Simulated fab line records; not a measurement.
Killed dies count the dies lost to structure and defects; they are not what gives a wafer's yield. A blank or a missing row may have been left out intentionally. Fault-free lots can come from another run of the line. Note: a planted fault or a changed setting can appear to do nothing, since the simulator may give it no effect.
fab line records | flow gf180mcu
record lots=15 | wafers=45 | last-day=34
route steps=602 shown PSD@256 CONTACT@302 M1@317 V1@337
lots untouched by any fault: they come from a run of this same line in which no faults occurred
start-h: hours from the record's opening day to when the first of the lot's shown wafers began | wait-h: hours since the lot's step before | " the same as in the row above | L1.1+2: several wafers, shown together as one row | - no value present, or no start provided | * or withheld: withheld | < > ~ a bound
route shown NAME@n: names a module that has steps shown in the file, with the first one's number in the route | usual: mean/standard deviation of fault-free wafers | same: alike in all rows | chamber/n: place in a boat | sites: each site's reading | _std_site: standard deviation across them | _edge_site: inner sites' mean taken away from outer sites' mean | radius-mm: for every site, how far away it sits from the centre of the wafer | mask NAME#n: copy n | behind: the tool/chamber that last shaped the wafer | hold: cause of the lot's hold/its duration in hours/its outcome | device: which transistor (n, p or np) failed to switch | end of line: the route-end tests of the same wafers | a step with no rows: only its recipe | killed: dies lost to structure and defects at the first sort, not the wafer's yield | map: a wafer's dies, marking killed ones x, the rest . and places with no die _
set.NAME: the setting the step ran with; set.NAME@STEP: the setting that earlier step ran with | model.NAME: the simulator's own value behind a step, which no gauge read
a sample of lots followed through the steps of the route, with each step as a table and each wafer as a row
services: a tool's chamber out of use, with start hour (start-h, from the record's first day; less than 0 if before it), hours out, and reason
## steps
# step GF_PSD_OVL_MEAS_08
# usual PSD_OVL=0.8/1.4
lot.wafer | tool       | chamber | start-h | wait-h | PSD_OVL[nm]
L822.2    | overlay-01 | -       | 322.72  | 0.1    | 1.9
L822.5    | "          | -       | "       | "      | 1.2
L822.6    | "          | -       | "       | "      | 3.6
L824.1    | overlay-01 | -       | 338.06  | 0.1    | 0.0
L824.4    | "          | -       | "       | "      | 2.0
L824.6    | "          | -       | "       | "      | 1.1
L825.2    | overlay-01 | -       | 342.01  | 0.1    | 1.2
L825.4    | "          | -       | "       | "      | 0.8
L825.5    | "          | -       | "       | "      | 0.7
L827.3    | overlay-02 | -       | 355.36  | 0.1    | -1.0
L827.4    | "          | -       | "       | "      | 0.0
L827.5    | "          | -       | "       | "      | -2.8
L829.1    | overlay-02 | -       | 375.06  | 0.1    | 0.2
L829.4    | "          | -       | "       | "      | 0.0
L829.6    | "          | -       | "       | "      | 0.5
L830.4    | overlay-02 | -       | 386.47  | 0.1    | 0.9
L830.5    | "          | -       | "       | "      | -1.8
L830.6    | "          | -       | "       | "      | -2.8
L833.1    | overlay-01 | -       | 407.81  | 0.1    | 2.4
L833.4    | "          | -       | "       | "      | 3.8
L833.6    | "          | -       | "       | "      | 2.6
L834.2    | overlay-01 | -       | 415.07  | 0.1    | 0.7
L834.3    | "          | -       | "       | "      | 1.3
L834.6    | "          | -       | "       | "      | 0.5
L835.2    | overlay-02 | -       | 425.62  | 0.1    | 1.4
L835.4    | "          | -       | "       | "      | 1.2
L835.6    | "          | -       | "       | "      | 0.8
L837.2    | overlay-02 | -       | 442.97  | 0.1    | -1.0
L837.5    | "          | -       | "       | "      | -0.1
L837.6    | "          | -       | "       | "      | 0.6
L838.1    | overlay-02 | -       | 453.10  | 0.1    | -0.3
L838.2    | "          | -       | "       | "      | -0.3
L838.5    | "          | -       | "       | "      | -0.7
L842.1    | overlay-01 | -       | 483.71  | 0.1    | 1.2
L842.4    | "          | -       | "       | "      | 0.4
L842.6    | "          | -       | "       | "      | 1.0
L843.2    | overlay-01 | -       | 494.42  | 0.1    | 2.2
L843.4    | "          | -       | "       | "      | -0.2
L843.6    | "          | -       | "       | "      | 0.3
L844.1    | overlay-01 | -       | 499.45  | 0.1    | 1.8
L844.2    | "          | -       | "       | "      | 0.1
L844.5    | "          | -       | "       | "      | -0.2
L845.1    | overlay-01 | -       | 507.26  | 0.1    | -0.4
L845.3    | "          | -       | "       | "      | 0.6
L845.6    | "          | -       | "       | "      | 0.7
# step GF_CONTACT_OVL_MEAS_15
# usual CONTACT_OVL=2/6.7
lot.wafer | tool       | chamber | start-h | wait-h | CONTACT_OVL[nm]
L822.2    | overlay-01 | -       | 367.66  | 0.1    | -9
L822.5    | "          | -       | "       | "      | -9
L822.6    | "          | -       | "       | "      | -5
L824.1    | overlay-02 | -       | 384.77  | 0.1    | 5
L824.4    | "          | -       | "       | "      | 9
L824.6    | "          | -       | "       | "      | 9
L825.2    | overlay-01 | -       | 389.37  | 0.1    | 9
L825.4    | "          | -       | "       | "      | 0
L825.5    | "          | -       | "       | "      | 4
L827.3    | overlay-01 | -       | 403.46  | 0.1    | -4
L827.4    | "          | -       | "       | "      | 0
L827.5    | "          | -       | "       | "      | 1
L829.1    | overlay-02 | -       | 425.25  | 0.1    | -3
L829.4    | "          | -       | "       | "      | -5
L829.6    | "          | -       | "       | "      | 2
L830.4    | overlay-01 | -       | 436.59  | 0.1    | -4
L830.5    | "          | -       | "       | "      | 1
L830.6    | "          | -       | "       | "      | -3
L833.1    | overlay-01 | -       | 457.92  | 0.1    | -2
L833.4    | "          | -       | "       | "      | 1
L833.6    | "          | -       | "       | "      | 0
L834.2    | overlay-02 | -       | 465.70  | 0.1    | 1
L834.3    | "          | -       | "       | "      | -4
L834.6    | "          | -       | "       | "      | -1
L835.2    | overlay-01 | -       | 475.47  | 0.1    | 7
L835.4    | "          | -       | "       | "      | 11
L835.6    | "          | -       | "       | "      | 5
L837.2    | overlay-01 | -       | 493.96  | 0.1    | -6
L837.5    | "          | -       | "       | "      | -10
L837.6    | "          | -       | "       | "      | -8
L838.1    | overlay-02 | -       | 503.67  | 0.1    | 1
L838.2    | "          | -       | "       | "      | -2
L838.5    | "          | -       | "       | "      | 2
L842.1    | overlay-02 | -       | 532.35  | 0.1    | 3
L842.4    | "          | -       | "       | "      | 12
L842.6    | "          | -       | "       | "      | 11
L843.2    | overlay-01 | -       | 542.87  | 0.1    | -3
L843.4    | "          | -       | "       | "      | -5
L843.6    | "          | -       | "       | "      | 0
L844.1    | overlay-01 | -       | 547.85  | 0.1    | 1
L844.2    | "          | -       | "       | "      | -4
L844.5    | "          | -       | "       | "      | 0
L845.1    | overlay-01 | -       | 555.37  | 0.1    | -10
L845.3    | "          | -       | "       | "      | -12
L845.6    | "          | -       | "       | "      | -2
# step GF_M1_SPUTTER_02
# recipe material=AlCu | target-thk-nm=450 | power-w=10600 | time-s=23.9 | chamber-pressure-pa=0.4
# usual cathode-dc-power-W=10600/2 | chamber-pressure-pa=0.4001/0.00085 | throttle-valve-pct=30.1/1.1
lot.wafer | tool           | chamber | start-h | wait-h | cathode-dc-power-W | chamber-pressure-pa | throttle-valve-pct
L822.2    | pvd-sputter-03 | -       | 368.97  | 0.0    | 10601              | 0.3993              | 30.5
L822.5    | "              | -       | "       | "      | 10602              | 0.3997              | 30.6
L822.6    | "              | -       | "       | "      | 10599              | 0.4005              | 30.2
L824.1    | pvd-sputter-01 | -       | 386.08  | 0.0    | 10602              | 0.4005              | 30.1
L824.4    | "              | -       | "       | "      | 10603              | 0.4004              | 30.1
L824.6    | "              | -       | "       | "      | 10596              | 0.4013              | 31.0
L825.2    | pvd-sputter-03 | -       | 390.67  | 0.0    | 10600              | 0.4015              | 28.7
L825.4    | "              | -       | "       | "      | 10602              | 0.4001              | 30.3
L825.5    | "              | -       | "       | "      | 10598              | 0.3992              | 30.6
L827.3    | pvd-sputter-03 | -       | 404.87  | 0.0    | 10602              | 0.3998              | 30.3
L827.4    | "              | -       | "       | "      | 10600              | 0.4013              | 30.8
L827.5    | "              | -       | "       | "      | 10599              | 0.4020              | 30.7
L829.1    | pvd-sputter-03 | -       | 426.56  | 0.0    | 10600              | 0.4010              | 28.6
L829.4    | "              | -       | "       | "      | 10602              | 0.4005              | 30.4
L829.6    | "              | -       | "       | "      | 10597              | 0.4011              | 28.9
L830.4    | pvd-sputter-04 | -       | 437.88  | 0.0    | 10600              | 0.4023              | 30.8
L830.5    | "              | -       | "       | "      | 10598              | 0.4008              | 30.8
L830.6    | "              | -       | "       | "      | 10597              | 0.4005              | 30.5
L833.1    | pvd-sputter-03 | -       | 459.22  | 0.0    | -                  | -                   | -
L833.4    | "              | -       | "       | "      | -                  | -                   | -
L833.6    | "              | -       | "       | "      | -                  | -                   | -
L834.2    | pvd-sputter-03 | -       | 467.01  | 0.0    | -                  | -                   | -
L834.3    | "              | -       | "       | "      | -                  | -                   | -
L834.6    | "              | -       | "       | "      | -                  | -                   | -
L835.2    | pvd-sputter-03 | -       | 476.79  | 0.0    | -                  | -                   | -
L835.4    | "              | -       | "       | "      | -                  | -                   | -
L835.6    | "              | -       | "       | "      | -                  | -                   | -
L837.2    | pvd-sputter-01 | -       | 495.27  | 0.0    | 10600              | 0.4006              | 30.4
L837.5    | "              | -       | "       | "      | 10599              | 0.4010              | 30.2
L837.6    | "              | -       | "       | "      | 10603              | 0.3996              | 30.9
L838.1    | pvd-sputter-04 | -       | 505.08  | 0.0    | 10602              | 0.3989              | 27.5
L838.2    | "              | -       | "       | "      | 10599              | 0.3989              | 30.9
L838.5    | "              | -       | "       | "      | 10601              | 0.3988              | 27.3
L842.1    | pvd-sputter-04 | -       | 533.75  | 0.0    | 10600              | 0.4001              | 30.6
L842.4    | "              | -       | "       | "      | 10600              | 0.3993              | 30.7
L842.6    | "              | -       | "       | "      | 10600              | 0.4011              | 30.8
L843.2    | pvd-sputter-03 | -       | 544.34  | 0.0    | 10604              | 0.4008              | 30.6
L843.4    | "              | -       | "       | "      | 10598              | 0.3998              | 30.6
L843.6    | "              | -       | "       | "      | 10599              | 0.4000              | 30.3
L844.1    | pvd-sputter-01 | -       | 549.25  | 0.0    | 10598              | 0.4005              | 31.2
L844.2    | "              | -       | "       | "      | 10598              | 0.4007              | 29.8
L844.5    | "              | -       | "       | "      | 10604              | 0.4006              | 30.3
L845.1    | pvd-sputter-04 | -       | 556.77  | 0.0    | 10600              | 0.4007              | 31.3
L845.3    | "              | -       | "       | "      | 10599              | 0.3988              | 30.7
L845.6    | "              | -       | "       | "      | 10599              | 0.3985              | 30.4
# step GF_M1_RS_MEAS_05
# recipe thk-meas-gauge=four-point-probe | reads=TiN_of_M1_SPUTTER_04+Ti_of_M1_SPUTTER_03+AlCu_of_M1_SPUTTER_02+TiN_of_M1_SPUTTER_01+Ti_of_M1_SPUTTER_00
# usual M1_ALCU_RS=0.0693/0.00072
lot.wafer | tool          | chamber | start-h | wait-h | M1_ALCU_RS[ohm/sq]
L822.2    | film-metro-02 | -       | 369.08  | 0.0    | 0.0691
L822.5    | "             | -       | "       | "      | 0.0690
L822.6    | "             | -       | "       | "      | 0.0697
L824.1    | film-metro-03 | -       | 386.17  | 0.0    | 0.0713
L824.4    | "             | -       | "       | "      | 0.0711
L824.6    | "             | -       | "       | "      | 0.0709
L825.2    | film-metro-03 | -       | 390.78  | 0.0    | 0.0687
L825.4    | "             | -       | "       | "      | 0.0682
L825.5    | "             | -       | "       | "      | 0.0690
L827.3    | film-metro-04 | -       | 405.00  | 0.1    | 0.0687
L827.4    | "             | -       | "       | "      | 0.0682
L827.5    | "             | -       | "       | "      | 0.0679
L829.1    | film-metro-02 | -       | 426.65  | 0.0    | 0.0694
L829.4    | "             | -       | "       | "      | 0.0693
L829.6    | "             | -       | "       | "      | 0.0693
L830.4    | film-metro-03 | -       | 438.03  | 0.1    | 0.0695
L830.5    | "             | -       | "       | "      | 0.0691
L830.6    | "             | -       | "       | "      | 0.0694
L833.1    | film-metro-04 | -       | 459.31  | 0.0    | 7.0455
L833.4    | "             | -       | "       | "      | 7.0780
L833.6    | "             | -       | "       | "      | 7.0889
L834.2    | film-metro-04 | -       | 467.12  | 0.0    | 7.1490
L834.3    | "             | -       | "       | "      | 7.1343
L834.6    | "             | -       | "       | "      | 7.1425
L835.2    | film-metro-04 | -       | 476.90  | 0.0    | 7.0786
L835.4    | "             | -       | "       | "      | 7.1568
L835.6    | "             | -       | "       | "      | 7.0788
L837.2    | film-metro-03 | -       | 495.38  | 0.0    | 0.0696
L837.5    | "             | -       | "       | "      | 0.0698
L837.6    | "             | -       | "       | "      | 0.0696
L838.1    | film-metro-03 | -       | 505.17  | 0.0    | 0.0694
L838.2    | "             | -       | "       | "      | 0.0690
L838.5    | "             | -       | "       | "      | 0.0690
L842.1    | film-metro-02 | -       | 533.84  | 0.0    | 0.0705
L842.4    | "             | -       | "       | "      | 0.0699
L842.6    | "             | -       | "       | "      | 0.0701
L843.2    | film-metro-02 | -       | 544.45  | 0.0    | 0.0698
L843.4    | "             | -       | "       | "      | 0.0700
L843.6    | "             | -       | "       | "      | 0.0697
L844.1    | film-metro-03 | -       | 549.34  | 0.0    | 0.0692
L844.2    | "             | -       | "       | "      | 0.0691
L844.5    | "             | -       | "       | "      | 0.0691
L845.1    | film-metro-03 | -       | 556.86  | 0.0    | 0.0689
L845.3    | "             | -       | "       | "      | 0.0685
L845.6    | "             | -       | "       | "      | 0.0683
# step GF_M1_THK_MEAS_06
# recipe thk-meas-gauge=xrf | reads=AlCu_of_M1_SPUTTER_02
# usual M1_ALCU_THK=441/5.1
lot.wafer | tool          | chamber | start-h | wait-h | M1_ALCU_THK[nm]
L822.2    | film-metro-02 | -       | 369.19  | 0.1    | 438
L822.5    | "             | -       | "       | "      | 439
L822.6    | "             | -       | "       | "      | 432
L824.1    | film-metro-03 | -       | 386.29  | 0.1    | 433
L824.4    | "             | -       | "       | "      | 434
L824.6    | "             | -       | "       | "      | 435
L825.2    | film-metro-03 | -       | 390.89  | 0.1    | 447
L825.4    | "             | -       | "       | "      | 452
L825.5    | "             | -       | "       | "      | 446
L827.3    | film-metro-04 | -       | 405.10  | 0.1    | 447
L827.4    | "             | -       | "       | "      | 448
L827.5    | "             | -       | "       | "      | 450
L829.1    | film-metro-02 | -       | 426.77  | 0.1    | 437
L829.4    | "             | -       | "       | "      | 437
L829.6    | "             | -       | "       | "      | 438
L830.4    | film-metro-03 | -       | 438.12  | 0.1    | 445
L830.5    | "             | -       | "       | "      | 448
L830.6    | "             | -       | "       | "      | 444
L833.1    | film-metro-04 | -       | 459.43  | 0.1    | <0
L833.4    | "             | -       | "       | "      | <0
L833.6    | "             | -       | "       | "      | <0
L834.2    | film-metro-04 | -       | 467.23  | 0.1    | <0
L834.3    | "             | -       | "       | "      | <0
L834.6    | "             | -       | "       | "      | <0
L835.2    | film-metro-04 | -       | 477.01  | 0.1    | <0
L835.4    | "             | -       | "       | "      | <0
L835.6    | "             | -       | "       | "      | <0
L837.2    | film-metro-03 | -       | 495.49  | 0.1    | 442
L837.5    | "             | -       | "       | "      | 439
L837.6    | "             | -       | "       | "      | 442
L838.1    | film-metro-03 | -       | 505.29  | 0.1    | 441
L838.2    | "             | -       | "       | "      | 445
L838.5    | "             | -       | "       | "      | 445
L842.1    | film-metro-02 | -       | 533.96  | 0.1    | 433
L842.4    | "             | -       | "       | "      | 434
L842.6    | "             | -       | "       | "      | 433
L843.2    | film-metro-02 | -       | 544.56  | 0.1    | 435
L843.4    | "             | -       | "       | "      | 431
L843.6    | "             | -       | "       | "      | 438
L844.1    | film-metro-03 | -       | 549.46  | 0.1    | 443
L844.2    | "             | -       | "       | "      | 445
L844.5    | "             | -       | "       | "      | 445
L845.1    | film-metro-03 | -       | 556.98  | 0.1    | 445
L845.3    | "             | -       | "       | "      | 449
L845.6    | "             | -       | "       | "      | 449
# step GF_V1_CVD_02
# recipe material=SiO2 | target-thk-nm=850 | precursor=TEOS | temp-c=400 | time-s=94.851 | rf-w=600
# usual heater-power-w=645/120 | susceptor-temp-C=400.01/0.22
lot.wafer | tool     | chamber | start-h | wait-h | heater-power-w | susceptor-temp-C
L822.2    | pecvd-03 | 1       | 392.82  | 0.0    | 646            | 399.58
L822.5    | "        | 0       | "       | "      | 567            | 400.15
L822.6    | "        | 1       | "       | "      | 694            | 399.83
L824.1    | pecvd-01 | 1       | 410.67  | 0.1    | 861            | 399.98
L824.4    | "        | 0       | "       | "      | 581            | 399.99
L824.6    | "        | 2       | "       | "      | 740            | 399.85
L825.2    | pecvd-03 | 1       | 414.97  | 0.0    | 731            | 400.07
L825.4    | "        | 1       | "       | "      | 596            | 400.12
L825.5    | "        | 2       | "       | "      | 472            | 400.30
L827.3    | pecvd-01 | 2       | 429.97  | 0.0    | 744            | 400.10
L827.4    | "        | 1       | "       | "      | 902            | 400.01
L827.5    | "        | 0       | "       | "      | 567            | 400.18
L829.1    | pecvd-01 | 2       | 451.65  | 0.1    | 710            | 400.09
L829.4    | "        | 2       | "       | "      | 763            | 399.89
L829.6    | "        | 0       | "       | "      | 675            | 400.23
L830.4    | pecvd-03 | 1       | 463.17  | 0.1    | 601            | 400.13
L830.5    | "        | 2       | "       | "      | 606            | 399.59
L830.6    | "        | 0       | "       | "      | 556            | 399.53
L837.2    | pecvd-01 | 2       | 519.21  | 0.0    | 683            | 400.24
L837.5    | "        | 1       | "       | "      | 847            | 399.87
L837.6    | "        | 0       | "       | "      | 667            | 399.85
L838.1    | pecvd-04 | 0       | 528.89  | 0.1    | 733            | 400.20
L838.2    | "        | 1       | "       | "      | 519            | 399.83
L838.5    | "        | 2       | "       | "      | 610            | 399.61
L842.1    | pecvd-04 | 2       | 557.19  | 0.1    | 556            | 399.78
L842.4    | "        | 2       | "       | "      | 615            | 399.51
L842.6    | "        | 1       | "       | "      | 478            | 400.42
L843.2    | pecvd-04 | 2       | 567.08  | 0.0    | 537            | 400.01
L843.4    | "        | 2       | "       | "      | 604            | 400.37
L843.6    | "        | 1       | "       | "      | 466            | 399.85
L844.1    | pecvd-01 | 2       | 571.93  | 0.1    | 666            | 399.94
L844.2    | "        | 1       | "       | "      | 778            | 399.95
L844.5    | "        | 2       | "       | "      | 699            | 400.10
L845.1    | pecvd-03 | 1       | 579.85  | 0.1    | 644            | 399.80
L845.3    | "        | 2       | "       | "      | 519            | 400.26
L845.6    | "        | 0       | "       | "      | 460            | 399.64
## services
tool           | chamber | start-h | hours | kind
pecvd-04       | 1       | 356.52  | 22.9  | repair
pecvd-03       | -       | 368.88  | 14.0  | pm
pecvd-03       | 0       | 368.88  | 14.0  | vent-cycle
pecvd-03       | 1       | 368.88  | 14.0  | vent-cycle
pecvd-03       | 2       | 368.88  | 14.0  | vent-cycle
pecvd-04       | -       | 371.75  | 1.8   | repair
pecvd-01       | 2       | 379.42  | 5.0   | repair
pecvd-03       | 0       | 382.88  | -     | clean
pecvd-03       | 1       | 382.88  | -     | clean
pecvd-03       | 2       | 382.88  | -     | clean
pecvd-04       | 0       | 401.35  | 3.0   | repair
pvd-sputter-03 | 0       | 409.18  | -     | consumable-replace:kit
pvd-sputter-03 | 0       | 409.18  | 18.0  | scheduled-down
pvd-sputter-03 | 0       | 409.18  | 18.0  | vent-cycle
pecvd-04       | -       | 414.09  | 0.3   | repair
pecvd-01       | -       | 418.87  | 2.8   | pm
pecvd-01       | -       | 434.58  | 1.7   | repair
pvd-sputter-04 | 0       | 445.62  | -     | consumable-replace:kit
pecvd-04       | -       | 452.67  | 2.6   | repair
pecvd-01       | 0       | 472.62  | 32.1  | repair
pecvd-01       | 1       | 472.76  | 7.4   | repair
pecvd-04       | 1       | 535.85  | 6.6   | repair
pecvd-01       | -       | 549.94  | 21.4  | repair
pecvd-04       | 1       | 573.39  | 3.2   | repair
## key
first-sign step=GF_M1_SPUTTER_02 | reading=tool-record | direction=missing
effect step=GF_M1_RS_MEAS_05 | reading=M1_ALCU_RS | direction=up | sigmas=99+ | usual=0.0693 | struck=7.1058
effect step=GF_M1_THK_MEAS_06 | reading=M1_ALCU_THK | direction=down | sigmas=87 | usual=441 | struck=<0
met-at GF_M1_SPUTTER_02
struck-lots L833,L834,L835
later-rows-left-out L833.1,L833.4,L833.6,L834.2,L834.3,L834.6,L835.2,L835.4,L835.6
sort-left-out L833.1,L833.4,L833.6,L834.2,L834.3,L834.6,L835.2,L835.4,L835.6
not-acting-at GF_PSD_OVL_MEAS_08,GF_CONTACT_OVL_MEAS_15,GF_V1_CVD_02
onset-between 426.56 459.22
fault kind=skipped-step-whole | tool=pvd-sputter-03 | chamber=- | onset-h=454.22 | steps=GF_M1_SPUTTER_02 | scope=struck-lots-only
# sort-left-out: the simulated sort isn't trusted on such a fault, so these wafers' sort isn't shown, and their yield isn't known
# later-rows-left-out: the simulator's readings of these wafers behind a module that went badly wrong aren't trusted and aren't shown, but for the sort
